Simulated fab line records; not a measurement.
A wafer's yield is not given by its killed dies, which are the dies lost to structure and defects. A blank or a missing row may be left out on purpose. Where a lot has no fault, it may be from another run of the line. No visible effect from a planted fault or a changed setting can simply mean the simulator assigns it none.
fab line records    flow gf180mcu    part 1 of 2: steps 1 to 25 of 35
record lots=5  wafers=15  last-day=34
route steps=602 shown HV_LDD@209 NSD@235
lots that met no fault: taken from a fault-free run of the same line
start-h: hours from the record's first day to the start of the lot's first wafer shown    wait-h: hours since the lot's step before    " same as the row above    L1.1+2: a row that stands for several wafers    - no value, or no start given    * or withheld: withheld    < > ~ a bound
route shown NAME@n: a module of which the file shows steps, and the number in the route of the first    usual: mean/standard deviation taken from wafers without a fault    same: alike in all rows    chamber/n: place in a boat    sites: readings site by site    _std_site: their standard deviation    _edge_site: outer sites' mean less inner sites'    radius-mm: how far each site lies from the wafer's centre    mask NAME#n: copy n    behind: the most recent tool/chamber to have shaped the wafer    hold: why the lot was held/for how many hours/how that ended    device: transistor that didn't switch, given as n, p or np    end of line: at the end of the route, the tests of the same wafers    step lacking rows: just its recipe    killed: not the wafer's yield, but the dies lost to structure and defects at the first sort    map: per-die view of a wafer (x killed, . not killed, _ where there is no die)
set.NAME: setting as actually run; set.NAME@STEP: the setting as run at that earlier step    model.NAME: the simulator's own value behind a step, which no gauge read
certain route steps with their lots: each step a table, each wafer a row
services: when a tool's chamber went out of use (start-h, in hours from the record's first day, below 0 if earlier), for how many hours, and the reason
## steps
# step GF_HV_LDD_IMPLANT_33
# recipe species=P  energy-kev=60  dose-cm2=7.5e+12  tilt-deg=30  rotation-deg=0
# usual rotation-deg=0.002/0.02
# same implant-ion-amu=31
lot.wafer  tool          chamber  start-h  wait-h  rotation-deg
L082.1     implanter-04  0        313.91   0.0     -0.014
L082.4     "             0        "        "       0.005
L082.6     "             0        "        "       -0.044
L084.1     implanter-03  0        335.31   0.0     0.024
L084.4     "             0        "        "       0.013
L084.5     "             0        "        "       0.000
L089.3     implanter-03  0        368.13   0.1     -0.018
L089.5     "             0        "        "       -0.003
L089.6     "             0        "        "       -0.022
L092.1     implanter-04  0        391.55   0.0     0.023
L092.3     "             0        "        "       -0.002
L092.6     "             0        "        "       0.012
L097.2     implanter-04  0        430.67   0.0     0.024
L097.3     "             0        "        "       0.003
L097.6     "             0        "        "       0.065
# step GF_HV_LDD_IMPLANT_34
# recipe species=P  energy-kev=60  dose-cm2=7.5e+12  tilt-deg=30  rotation-deg=90
# usual rotation-deg=90.001/0.027
# same implant-ion-amu=31
lot.wafer  tool          chamber  start-h  wait-h  rotation-deg
L082.1     implanter-04  0        314.06   0.1     89.989
L082.4     "             0        "        "       90.009
L082.6     "             0        "        "       89.991
L084.1     implanter-03  0        335.46   0.1     89.992
L084.4     "             0        "        "       90.033
L084.5     "             0        "        "       90.005
L089.3     implanter-03  0        368.28   0.1     90.030
L089.5     "             0        "        "       90.004
L089.6     "             0        "        "       90.043
L092.1     implanter-04  0        391.70   0.1     90.017
L092.3     "             0        "        "       90.016
L092.6     "             0        "        "       89.986
L097.2     implanter-04  0        430.82   0.1     90.017
L097.3     "             0        "        "       89.984
L097.6     "             0        "        "       90.003
# step GF_HV_LDD_IMPLANT_35
# recipe species=P  energy-kev=60  dose-cm2=7.5e+12  tilt-deg=30  rotation-deg=180
# usual rotation-deg=180.00/0.031
# same implant-ion-amu=31
lot.wafer  tool          chamber  start-h  wait-h  rotation-deg
L082.1     implanter-04  0        314.21   0.1     180.00
L082.4     "             0        "        "       179.99
L082.6     "             0        "        "       180.01
L084.1     implanter-03  0        335.61   0.1     180.03
L084.4     "             0        "        "       179.93
L084.5     "             0        "        "       180.00
L089.3     implanter-03  0        368.43   0.1     179.96
L089.5     "             0        "        "       180.03
L089.6     "             0        "        "       180.02
L092.1     implanter-04  0        391.85   0.1     180.00
L092.3     "             0        "        "       180.02
L092.6     "             0        "        "       179.95
L097.2     implanter-04  0        430.97   0.1     179.99
L097.3     "             0        "        "       179.99
L097.6     "             0        "        "       180.03
# step GF_HV_LDD_IMPLANT_36
# recipe species=P  energy-kev=60  dose-cm2=7.5e+12  tilt-deg=30  rotation-deg=270
# usual rotation-deg=270.00/0.058
# same implant-ion-amu=31
lot.wafer  tool          chamber  start-h  wait-h  rotation-deg
L082.1     implanter-04  0        314.36   0.1     269.99
L082.4     "             0        "        "       270.00
L082.6     "             0        "        "       270.02
L084.1     implanter-03  0        335.76   0.1     270.06
L084.4     "             0        "        "       269.92
L084.5     "             0        "        "       269.98
L089.3     implanter-03  0        368.58   0.1     269.96
L089.5     "             0        "        "       269.82
L089.6     "             0        "        "       270.05
L092.1     implanter-04  0        392.00   0.1     270.02
L092.3     "             0        "        "       270.02
L092.6     "             0        "        "       270.00
L097.2     implanter-04  0        431.12   0.1     270.02
L097.3     "             0        "        "       269.96
L097.6     "             0        "        "       269.94
# step GF_HV_LDD_STRIP_37
# recipe chemistry=O2/N2  power-w=1400  pressure-mtorr=1500  platen-temp-c=250  o2-flow-sccm=3000  n2-flow-sccm=300  overash-fraction=0.5
# usual drypump-motor-current-A=5.8/0.45  heater-power-w=336/30  oes-product-au=0.716/0.0045  strip-time-to-endpoint-s=12.621/0.028
lot.wafer  tool             chamber  start-h  wait-h  drypump-motor-current-A  heater-power-w  oes-product-au  rf-hours-counter-h  strip-time-to-endpoint-s
L082.1     plasma-asher-03  1        314.51   0.1     5.7                      336             0.716           21                  12.685
L082.4     "                1        "        "       5.7                      326             0.722           -                   12.648
L082.6     "                0        "        "       5.4                      357             0.712           -                   12.628
L084.1     plasma-asher-01  1        335.91   0.1     6.4                      374             0.711           69                  12.616
L084.4     "                1        "        "       6.4                      380             0.720           -                   12.663
L084.5     "                0        "        "       5.1                      279             0.717           -                   12.623
L089.3     plasma-asher-02  1        368.72   0.1     5.9                      326             0.714           -                   12.584
L089.5     "                0        "        "       6.0                      333             0.725           -                   12.560
L089.6     "                1        "        "       5.9                      326             0.717           -                   12.600
L092.1     plasma-asher-02  0        392.15   0.1     6.1                      336             0.714           77                  12.614
L092.3     "                0        "        "       6.1                      340             0.714           -                   12.656
L092.6     "                1        "        "       5.9                      342             0.721           -                   12.637
L097.2     plasma-asher-01  1        431.25   0.1     6.4                      374             0.727           78                  12.649
L097.3     "                1        "        "       6.4                      369             0.714           -                   12.640
L097.6     "                1        "        "       6.4                      380             0.713           -                   12.596
# step GF_HV_LDD_TW_MEAS_38
# usual HV_LDD_3_TW=1428/8.4
lot.wafer  tool           chamber  start-h  wait-h  HV_LDD_3_TW
L082.1     film-metro-04  -        314.61   0.1     1430
L082.4     "              -        "        "       1430
L082.6     "              -        "        "       1430
L084.1     film-metro-04  -        336.01   0.1     1442
L084.4     "              -        "        "       1439
L084.5     "              -        "        "       1434
L089.3     film-metro-02  -        368.80   0.1     1427
L089.5     "              -        "        "       1433
L089.6     "              -        "        "       1436
L092.1     film-metro-04  -        392.25   0.1     1419
L092.3     "              -        "        "       1428
L092.6     "              -        "        "       1428
L097.2     film-metro-04  -        431.36   0.1     1433
L097.3     "              -        "        "       1437
L097.6     "              -        "        "       1433
# step GF_HV_LDD_DEHYDRATE_39
# recipe temp-c=200  time-s=60
# usual exhaust-pa=44.9/0.89
lot.wafer  tool            chamber  start-h  wait-h  exhaust-pa
L082.1     litho-track-04  0        324.74   10.1    44.2
L082.4     "               0        "        "       44.8
L082.6     "               0        "        "       45.5
L084.1     litho-track-02  0        346.18   10.2    45.8
L084.4     "               0        "        "       45.9
L084.5     "               0        "        "       45.0
L089.3     litho-track-02  0        378.93   10.1    45.1
L089.5     "               0        "        "       44.7
L089.6     "               0        "        "       46.4
L092.1     litho-track-02  0        403.58   11.3    44.1
L092.3     "               0        "        "       44.2
L092.6     "               0        "        "       44.8
L097.2     litho-track-01  0        442.78   11.4    43.8
L097.3     "               0        "        "       44.1
L097.6     "               0        "        "       44.6
# step GF_HV_LDD_HMDS_40
# recipe prime-time-s=60  prime-temp-c=120
# usual exhaust-pa=45.1/0.8
# same prime-time-s=60
lot.wafer  tool            chamber  start-h  wait-h  exhaust-pa
L082.1     litho-track-04  0        324.89   0.1     45.4
L082.4     "               0        "        "       44.3
L082.6     "               0        "        "       43.8
L084.1     litho-track-02  0        346.33   0.1     45.0
L084.4     "               0        "        "       44.6
L084.5     "               0        "        "       44.2
L089.3     litho-track-02  0        379.08   0.1     45.7
L089.5     "               0        "        "       44.6
L089.6     "               0        "        "       45.9
L092.1     litho-track-02  0        403.73   0.1     44.9
L092.3     "               0        "        "       45.3
L092.6     "               0        "        "       45.2
L097.2     litho-track-01  0        442.93   0.1     45.4
L097.3     "               0        "        "       45.7
L097.6     "               0        "        "       46.9
# step GF_HV_LDD_COAT_41
# recipe resist=NOVOLAK  spin-rpm=3000  resist-thk-nm=1000
# usual exhaust-pa=44.9/0.89
lot.wafer  tool            chamber  start-h  wait-h  exhaust-pa
L082.1     litho-track-04  0        325.04   0.1     44.7
L082.4     "               0        "        "       44.9
L082.6     "               0        "        "       45.3
L084.1     litho-track-02  0        346.48   0.1     45.0
L084.4     "               0        "        "       45.0
L084.5     "               0        "        "       45.0
L089.3     litho-track-02  0        379.23   0.1     45.0
L089.5     "               0        "        "       43.0
L089.6     "               0        "        "       42.5
L092.1     litho-track-02  0        403.88   0.1     44.9
L092.3     "               0        "        "       44.1
L092.6     "               0        "        "       44.6
L097.2     litho-track-01  0        443.08   0.1     45.9
L097.3     "               0        "        "       44.6
L097.6     "               0        "        "       45.6
# step GF_HV_LDD_SOFTBAKE_42
# recipe temp-c=90  time-s=60  resist=NOVOLAK
# usual exhaust-pa=44.6/0.76
lot.wafer  tool            chamber  start-h  wait-h  exhaust-pa
L082.1     litho-track-04  0        325.19   0.1     43.6
L082.4     "               0        "        "       44.0
L082.6     "               0        "        "       43.8
L084.1     litho-track-02  0        346.63   0.1     44.0
L084.4     "               0        "        "       43.3
L084.5     "               0        "        "       43.3
L089.3     litho-track-02  0        379.38   0.1     44.9
L089.5     "               0        "        "       44.2
L089.6     "               0        "        "       44.6
L092.1     litho-track-02  0        404.03   0.1     45.0
L092.3     "               0        "        "       44.6
L092.6     "               0        "        "       43.9
L097.2     litho-track-01  0        443.23   0.1     44.5
L097.3     "               0        "        "       44.9
L097.6     "               0        "        "       43.4
# step GF_HV_LDD_EXPOSE_43
# recipe mask-id=Pplus_HV_AREA  target-cd-nm=400  na=0.6  source-shape=conventional  sigma-outer=0.6  dose-mj=140
# usual stage-vel-mm-s=499.93/0.23
lot.wafer  tool              chamber  start-h  wait-h  mask             stage-vel-mm-s
L082.1     iline-stepper-01  0        -        -       Pplus_HV_AREA#0  499.81
L082.4     "                 0        "        "       Pplus_HV_AREA#0  500.18
L082.6     "                 0        "        "       Pplus_HV_AREA#0  500.10
L084.1     iline-stepper-01  0        -        -       Pplus_HV_AREA#0  499.76
L084.4     "                 0        "        "       Pplus_HV_AREA#0  499.81
L084.5     "                 0        "        "       Pplus_HV_AREA#0  499.89
L089.3     iline-stepper-02  0        -        -       Pplus_HV_AREA#0  499.70
L089.5     "                 0        "        "       Pplus_HV_AREA#0  499.80
L089.6     "                 0        "        "       Pplus_HV_AREA#0  499.58
L092.1     iline-stepper-01  0        -        -       Pplus_HV_AREA#0  499.71
L092.3     "                 0        "        "       Pplus_HV_AREA#0  499.74
L092.6     "                 0        "        "       Pplus_HV_AREA#0  499.87
L097.2     iline-stepper-02  0        -        -       Pplus_HV_AREA#0  499.70
L097.3     "                 0        "        "       Pplus_HV_AREA#0  500.02
L097.6     "                 0        "        "       Pplus_HV_AREA#0  499.68
# step GF_HV_LDD_PEB_44
# recipe temp-c=withheld  time-s=*  resist=NOVOLAK
# usual exhaust-pa=45.1/0.92
lot.wafer  tool            chamber  start-h  wait-h  exhaust-pa
L082.1     litho-track-02  0        -        -       44.6
L082.4     "               0        "        "       46.2
L082.6     "               0        "        "       46.1
L084.1     litho-track-04  0        -        -       45.7
L084.4     "               0        "        "       45.7
L084.5     "               0        "        "       46.7
L089.3     litho-track-02  0        -        -       45.4
L089.5     "               0        "        "       45.1
L089.6     "               0        "        "       45.9
L092.1     litho-track-02  0        -        -       45.7
L092.3     "               0        "        "       44.7
L092.6     "               0        "        "       44.9
L097.2     litho-track-02  0        -        -       45.8
L097.3     "               0        "        "       44.2
L097.6     "               0        "        "       45.7
# step GF_HV_LDD_DEVELOP_45
# recipe develop-time-s=60  dev-temp-c=23
# usual exhaust-pa=45.0/0.82
lot.wafer  tool            chamber  start-h  wait-h  exhaust-pa
L082.1     litho-track-02  0        335.48   0.1     45.7
L082.4     "               0        "        "       46.1
L082.6     "               0        "        "       46.6
L084.1     litho-track-04  0        357.69   0.1     44.1
L084.4     "               0        "        "       44.5
L084.5     "               0        "        "       44.2
L089.3     litho-track-02  0        390.68   0.1     44.2
L089.5     "               0        "        "       44.0
L089.6     "               0        "        "       45.4
L092.1     litho-track-02  0        415.78   0.1     45.8
L092.3     "               0        "        "       44.9
L092.6     "               0        "        "       44.8
L097.2     litho-track-02  0        455.15   0.1     46.7
L097.3     "               0        "        "       45.4
L097.6     "               0        "        "       44.7
# step GF_HV_LDD_CD_MEAS_46
# recipe target-cd-nm=400
# usual cd-nm=399.6/2.4
lot.wafer  tool       chamber  start-h  wait-h  cd-nm
L082.1     cd-sem-02  -        335.63   0.1     397.3
L082.4     "          -        "        "       397.2
L082.6     "          -        "        "       397.6
L084.1     cd-sem-02  -        357.84   0.1     400.8
L084.4     "          -        "        "       398.4
L084.5     "          -        "        "       397.2
L089.3     cd-sem-02  -        390.82   0.1     394.7
L089.5     "          -        "        "       394.1
L089.6     "          -        "        "       395.2
L092.1     cd-sem-02  -        415.93   0.1     399.4
L092.3     "          -        "        "       399.3
L092.6     "          -        "        "       400.5
L097.2     cd-sem-01  -        455.30   0.1     400.7
L097.3     "          -        "        "       401.4
L097.6     "          -        "        "       400.4
# step GF_HV_LDD_OVL_MEAS_47
# usual HV_LDD_03_OVL=0.2/1.1
lot.wafer  tool        chamber  start-h  wait-h  HV_LDD_03_OVL[nm]
L082.1     overlay-02  -        335.75   0.1     3.3
L082.4     "           -        "        "       1.0
L082.6     "           -        "        "       3.7
L084.1     overlay-01  -        357.96   0.1     0.7
L084.4     "           -        "        "       0.9
L084.5     "           -        "        "       2.6
L089.3     overlay-02  -        390.91   0.1     -0.1
L089.5     "           -        "        "       0.8
L089.6     "           -        "        "       -0.1
L092.1     overlay-01  -        416.05   0.1     0.2
L092.3     "           -        "        "       0.4
L092.6     "           -        "        "       -0.2
L097.2     overlay-01  -        455.40   0.1     -1.5
L097.3     "           -        "        "       0.3
L097.6     "           -        "        "       -1.4
# step GF_HV_LDD_IMPLANT_48
# recipe species=B  energy-kev=25  dose-cm2=3e+13  tilt-deg=7
# same implant-ion-amu=11
lot.wafer   tool          chamber  start-h  wait-h
L082.1+4+6  implanter-01  0        335.78   0.0
L084.1+4+5  implanter-01  0        358.00   0.0
L089.3+5+6  implanter-03  0        390.98   0.1
L092.1+3+6  implanter-03  0        416.08   0.0
L097.2+3+6  implanter-01  0        455.46   0.0
# step GF_HV_LDD_STRIP_49
# recipe chemistry=O2/N2  power-w=1400  pressure-mtorr=1500  platen-temp-c=250  o2-flow-sccm=3000  n2-flow-sccm=300  overash-fraction=0.5
# usual drypump-motor-current-A=5.8/0.45  heater-power-w=336/30  oes-product-au=0.715/0.0048  strip-time-to-endpoint-s=12.62/0.034
lot.wafer  tool             chamber  start-h  wait-h  drypump-motor-current-A  heater-power-w  oes-product-au  rf-hours-counter-h  strip-time-to-endpoint-s
L082.1     plasma-asher-02  1        335.93   0.1     6.0                      328             0.720           70                  12.60
L082.4     "                1        "        "       6.0                      339             0.714           -                   12.58
L082.6     "                0        "        "       6.1                      340             0.727           -                   12.57
L084.1     plasma-asher-01  0        358.15   0.1     5.1                      284             0.723           72                  12.64
L084.4     "                0        "        "       5.1                      284             0.721           -                   12.66
L084.5     "                0        "        "       5.1                      286             0.714           -                   12.65
L089.3     plasma-asher-01  0        391.12   0.1     5.1                      283             0.715           -                   12.60
L089.5     "                1        "        "       6.4                      374             0.726           -                   12.65
L089.6     "                0        "        "       5.1                      292             0.715           -                   12.67
L092.1     plasma-asher-02  0        416.23   0.1     6.0                      333             0.716           80                  12.62
L092.3     "                0        "        "       6.1                      333             0.707           -                   12.64
L092.6     "                0        "        "       6.0                      340             0.713           -                   12.62
L097.2     plasma-asher-01  0        455.58   0.1     5.1                      277             0.715           80                  12.57
L097.3     "                0        "        "       5.1                      282             0.708           -                   12.59
L097.6     "                0        "        "       5.1                      284             0.718           -                   12.58
# step GF_HV_LDD_TW_MEAS_50
# usual HV_LDD_4_TW=566/3.8
lot.wafer  tool           chamber  start-h  wait-h  HV_LDD_4_TW
L082.1     film-metro-03  -        336.03   0.1     565
L082.4     "              -        "        "       569
L082.6     "              -        "        "       564
L084.1     film-metro-02  -        358.25   0.1     567
L084.4     "              -        "        "       566
L084.5     "              -        "        "       570
L089.3     film-metro-04  -        391.20   0.1     568
L089.5     "              -        "        "       567
L089.6     "              -        "        "       568
L092.1     film-metro-03  -        416.33   0.1     563
L092.3     "              -        "        "       557
L092.6     "              -        "        "       562
L097.2     film-metro-03  -        455.69   0.1     564
L097.3     "              -        "        "       566
L097.6     "              -        "        "       562
# step GF_HV_LDD_CLEAN_51
# recipe chemistry=SC1/SC2  mix=1:4:20  temp-c=70  time-s=150  dry=n2-spin
lot.wafer   tool          chamber  start-h  wait-h
L082.1+4+6  wet-bench-02  2        336.09   0.1
L084.1+4+5  wet-bench-03  3        358.31   0.1
L089.3+5+6  wet-bench-03  3        391.24   0.0
L092.1+3+6  wet-bench-03  1        416.39   0.1
L097.2+3+6  wet-bench-02  0        455.74   0.0
# step GF_HV_LDD_RTA_52
# recipe temp-c=1000  time-s=10  ambient=N2
# usual lamp-power-pct=35.40/0.25  wafer_temp_C_max=1004.0/0.77
lot.wafer  tool           chamber  start-h  wait-h  lamp-power-pct  wafer_temp_C_max
L082.1     rtp-anneal-01  0        336.14   0.0     35.59           1002.8
L082.4     "              0        "        "       35.70           1003.6
L082.6     "              0        "        "       35.55           1003.1
L084.1     rtp-anneal-02  0        358.36   0.0     35.08           1004.1
L084.4     "              0        "        "       35.12           1004.0
L084.5     "              0        "        "       35.13           1005.2
L089.3     rtp-anneal-02  0        391.32   0.0     35.18           1004.3
L089.5     "              0        "        "       35.11           1004.1
L089.6     "              0        "        "       35.15           1005.1
L092.1     rtp-anneal-02  0        416.45   0.0     35.11           1003.5
L092.3     "              0        "        "       35.14           1003.4
L092.6     "              0        "        "       35.10           1003.8
L097.2     rtp-anneal-01  0        455.80   0.0     35.64           1003.9
L097.3     "              0        "        "       35.67           1004.8
L097.6     "              0        "        "       35.62           1002.9
# step GF_HV_LDD_RS_MEAS_53
# recipe thk-meas-gauge=four-point-probe
# usual HV_LDD_RS=418.2/1
lot.wafer  tool           chamber  start-h  wait-h  HV_LDD_RS[ohm/sq]
L082.1     film-metro-04  -        336.21   0.1     418.2
L082.4     "              -        "        "       416.8
L082.6     "              -        "        "       417.9
L084.1     film-metro-04  -        358.43   0.1     416.3
L084.4     "              -        "        "       416.1
L084.5     "              -        "        "       416.6
L089.3     film-metro-02  -        391.40   0.1     419.5
L089.5     "              -        "        "       419.2
L089.6     "              -        "        "       418.2
L092.1     film-metro-03  -        416.51   0.1     418.2
L092.3     "              -        "        "       417.4
L092.6     "              -        "        "       417.6
L097.2     film-metro-03  -        455.88   0.1     418.0
L097.3     "              -        "        "       419.8
L097.6     "              -        "        "       418.4
# step GF_HV_LDD_CVD_54
# recipe material=SiO2  target-thk-nm=10  precursor=TEOS  temp-c=680  time-s=75  pressure-mtorr=400
# usual spike-tc-top-C=696.5/1.5
lot.wafer  tool      chamber  start-h  wait-h  spike-tc-top-C
L082.1     lpcvd-01  1        336.33   0.1     694.4
L082.4     "         1        "        "       694.8
L082.6     "         1        "        "       693.7
L084.1     lpcvd-01  0        358.55   0.1     698.4
L084.4     "         0        "        "       698.4
L084.5     "         0        "        "       697.0
L089.3     lpcvd-01  1        391.48   0.1     695.7
L089.5     "         1        "        "       694.2
L089.6     "         1        "        "       692.9
L092.1     lpcvd-02  0        416.63   0.1     697.0
L092.3     "         0        "        "       695.9
L092.6     "         0        "        "       696.4
L097.2     lpcvd-02  0        455.98   0.1     696.2
L097.3     "         0        "        "       697.4
L097.6     "         0        "        "       697.2
# step GF_HV_LDD_THK_MEAS_55
# recipe reads=SiO2_of_HV_LDD_CVD_54
# usual HV_LDD_CVD_54_THK=9.95/0.13
lot.wafer  tool           chamber  start-h  wait-h  HV_LDD_CVD_54_THK[nm]
L082.1     film-metro-03  -        337.35   0.0     9.99
L082.4     "              -        "        "       9.95
L082.6     "              -        "        "       10.01
L084.1     film-metro-04  -        359.57   0.0     10.18
L084.4     "              -        "        "       10.09
L084.5     "              -        "        "       10.09
L089.3     film-metro-03  -        392.52   0.0     10.05
L089.5     "              -        "        "       9.87
L089.6     "              -        "        "       9.96
L092.1     film-metro-02  -        417.65   0.0     9.75
L092.3     "              -        "        "       9.65
L092.6     "              -        "        "       9.79
L097.2     film-metro-04  -        457.01   0.0     10.28
L097.3     "              -        "        "       10.04
L097.6     "              -        "        "       10.12
# step GF_HV_LDD_CVD_56
# recipe material=Si3N4  precursor=DCS/NH3  target-thk-nm=90  temp-c=770  time-s=1543  pressure-mtorr=250
# usual spike-tc-top-C=784.0/1.4
lot.wafer  tool      chamber  start-h  wait-h  spike-tc-top-C
L082.1     lpcvd-01  1        337.41   0.1     782.9
L082.4     "         1        "        "       782.9
L082.6     "         1        "        "       783.7
L084.1     lpcvd-01  1        359.63   0.1     780.3
L084.4     "         1        "        "       781.8
L084.5     "         1        "        "       781.8
L089.3     lpcvd-01  1        392.56   0.0     783.7
L089.5     "         1        "        "       783.8
L089.6     "         1        "        "       782.5
L092.1     lpcvd-02  1        417.71   0.1     784.0
L092.3     "         1        "        "       785.3
L092.6     "         1        "        "       785.6
L097.2     lpcvd-01  1        457.06   0.0     782.2
L097.3     "         1        "        "       781.7
L097.6     "         1        "        "       782.9
# step GF_HV_LDD_THK_MEAS_57
# recipe reads=Si3N4_of_HV_LDD_CVD_56
# usual HV_LDD_CVD_56_THK=89.7/0.75
lot.wafer  tool           chamber  start-h  wait-h  HV_LDD_CVD_56_THK[nm]
L082.1     film-metro-02  -        338.84   0.0     88.0
L082.4     "              -        "        "       88.7
L082.6     "              -        "        "       88.7
L084.1     film-metro-04  -        361.06   0.0     89.5
L084.4     "              -        "        "       88.2
L084.5     "              -        "        "       89.0
L089.3     film-metro-02  -        394.01   0.0     88.4
L089.5     "              -        "        "       88.8
L089.6     "              -        "        "       88.9
L092.1     film-metro-03  -        419.14   0.0     91.1
L092.3     "              -        "        "       91.2
L092.6     "              -        "        "       90.0
L097.2     film-metro-02  -        458.50   0.0     89.6
L097.3     "              -        "        "       91.2
L097.6     "              -        "        "       91.0
